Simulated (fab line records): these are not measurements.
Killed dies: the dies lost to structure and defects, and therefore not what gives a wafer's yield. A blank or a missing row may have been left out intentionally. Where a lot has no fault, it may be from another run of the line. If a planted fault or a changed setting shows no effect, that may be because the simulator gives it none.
Problem report in the 8D (eight disciplines) form, filled by code	flow sky130	the parts of the form that need people (team, actions taken, sign-off) are left out

== 1. THE ISSUE ==
Wafers free of any fault read 0.426 ohm/sq (standard deviation 0.0047) for VIA1_W_RS at SKY_VIA1_RS_MEAS_22, against a mean of 0.789 ohm/sq on 3 wafers of 2 lots. Measured from the usual mean, that is +77 standard deviations.
The step: measures by four-point-probe.
Earliest sighting: wafer L317.1 on film-metro-02 at day 36 13:23. The record has a number at this step for 36 wafers belonging to 12 lots. The rule behind "out" and "out of limits": a value lying over 4 standard deviations away from the usual mean. Any other wafer with a number is counted as sound.

== 2. WHAT IT IS, AND WHAT IT ISN'T ==
question	is	is not
which readings at this step	VIA1_W_RS	-
which lots	L317, L318	L308, L309, L311, L316, L319, L325, L327, L328, L329, L331
which wafers of those lots	L317.1, L318.2, L318.6	L317.2, L317.3, L318.1
read on which gauges	film-metro-02	film-metro-01, film-metro-03
when	from day 36 13:23	up to then (14 sound wafers); but 19 sound wafers of L318, L319, L325, L327, L328, L329, L331 came after

== 3. SUSPECTS, AND WHAT RULES EACH OUT ==
Counting: a tool at a process step up to the reading stays a suspect if it ran every lot that is out. Sound lots after the first of them don't rule it out here, since some wafers of a struck lot are sound.
- the gauge at SKY_VIA1_RS_MEAS_22: ruled out. All the wafers that are out were read on film-metro-02, but those of them that SKY_VIA1_CMP_24 has rows for are out there too, on other tools.
- cvd-w-02 at SKY_VIA1_CVD_21 (deposits W, target thk 270 nm, time 80.902 s): kept. It ran every lot that is out, first L317 (day 36 13:18).
- Within cvd-w-02 at SKY_VIA1_CVD_21, the wafers that are out were processed in chamber 0 and their sound lot-mates in chamber 1.
After counting, what remains is cvd-w-02 at SKY_VIA1_CVD_21.

== 4. THE CAUSE (what the simulator had put in) ==
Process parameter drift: cvd-w-02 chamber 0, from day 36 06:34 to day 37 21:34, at SKY_VIA1_CVD_21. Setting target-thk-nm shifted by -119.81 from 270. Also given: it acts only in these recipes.
After counting, this tool was the only one left.

== 5. SEQUENCE OF EFFECTS, ordered by route ==
Rows list readings where the struck wafers' mean (over those with a number) sits beyond 3 standard deviations from the usual. Scope: only readings with a usual standard deviation given in the record; hours: median across lots of the time from each lot's start at the first step in this table that gives one to its start at this step; sigmas: change in usual standard deviations.
hours	step	reading	usual	on struck wafers	change	sigmas
0	SKY_VIA1_RS_MEAS_22	VIA1_W_RS	0.426 ohm/sq	0.789	+0.363	+77
3	SKY_VIA1_THK_MEAS_23	VIA1_W_THK	275 nm	148	-127	-33
7	SKY_VIA1_CMP_24	time-to-endpoint-s	65.7 s	36.1	-29.6	-12
Its process steps:
- SKY_VIA1_CMP_24: polishes, stops on SiO2, t overpolish 15 s, target thk 0 nm.

== 6. WHAT WOULD HAVE CAUGHT IT SOONER ==
7 hours passed between the start of the fault at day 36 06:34 and the first reading out of limits at a measuring or inspecting step in this record, taken at day 36 13:23.
Tool readings at SKY_VIA1_CVD_21 with a usual standard deviation given in the record: none out on any struck wafer, hence no alarm at a limit of 4 standard deviations on them.
Of the lots that are out (2), L318 began SKY_VIA1_CVD_21 on cvd-w-02 after day 36 13:23. A tool hold placed at that time would have kept it from harm.
